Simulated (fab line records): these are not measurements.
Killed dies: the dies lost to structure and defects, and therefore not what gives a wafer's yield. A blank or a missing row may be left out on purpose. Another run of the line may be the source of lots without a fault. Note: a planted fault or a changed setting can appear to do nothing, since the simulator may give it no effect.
The tool behind it: which one? + flow sky130 + 6 lots with 18 wafers sampled at 2 steps, on a route of 708 steps

== WHAT THE GAUGES SHOWED, per wafer ==
SKY_FIELD_ISO_THK_MEAS_23.
| lot  | measured    | on            | FIELD_ISO_OXIDATION_01_THK (nm) |
|------|-------------|---------------|---------------------------------|
| L764 | day 2 23:48 | film-metro-01 | 9.85 9.88 9.81                  |
| L771 | day 4 11:35 | film-metro-01 | - - -                           |
| L775 | day 5 09:11 | film-metro-02 | 9.75 9.83 9.88                  |
| L777 | day 5 18:51 | film-metro-01 | 10.19 10.09 10.01               |
| L780 | day 6 09:37 | film-metro-01 | 9.91 10.00 9.91                 |
| L782 | day 6 21:45 | film-metro-03 | 9.78 9.67 9.78                  |

== WHAT TOOL EACH LOT RAN ON (gives the tool, then ch and the chambers of the sampled wafers, and finally the start) ==
| lot  | SKY_FIELD_ISO_CVD_03       |
|------|----------------------------|
| L764 | lpcvd-02 ch 0, day 2 03:01 |
| L771 | lpcvd-02 ch 1, day 3 14:16 |
| L775 | lpcvd-02 ch 1, day 4 10:43 |
| L777 | lpcvd-02 ch 0, day 4 19:41 |
| L780 | lpcvd-02 ch 1, day 5 11:17 |
| L782 | lpcvd-02 ch 1, day 5 21:47 |
- SKY_FIELD_ISO_CVD_03: deposits Si3N4 from DCS/NH3, target thk 165 nm, time 2830 s.

== THE ANSWER, worked out from the rows above alone ==
Rule: the lots themselves supply what counts as usual. The widest of any qualifying gaps counts: lots, ordered by their means at a reading, are off when they make up no more than a third of the lots, leave a main group of 4 or more, and stand apart from it by 3 or more times the standard deviation of that group's means. A main group whose means are all the same, to the digits that the tables above print for the reading, isn't used. Also off: a lot with no number at a reading for which 4 or more lots have one. Where the step has rows for the other lots, those lots are counted as sound.
Off: L771, at SKY_FIELD_ISO_THK_MEAS_23 (FIELD_ISO_OXIDATION_01_THK). Without a number there: L771. Mean 9.89 nm and standard deviation 0.12 in the main group.
A tool fits if, at a process step before that reading, it ran every lot that is off, and no sound lot after the first of them. Gauges at SKY_FIELD_ISO_THK_MEAS_23: tried the same way as those tools. Not one of the candidates tried fits.

== WHAT WAS PUT IN BY THE SIMULATOR ==
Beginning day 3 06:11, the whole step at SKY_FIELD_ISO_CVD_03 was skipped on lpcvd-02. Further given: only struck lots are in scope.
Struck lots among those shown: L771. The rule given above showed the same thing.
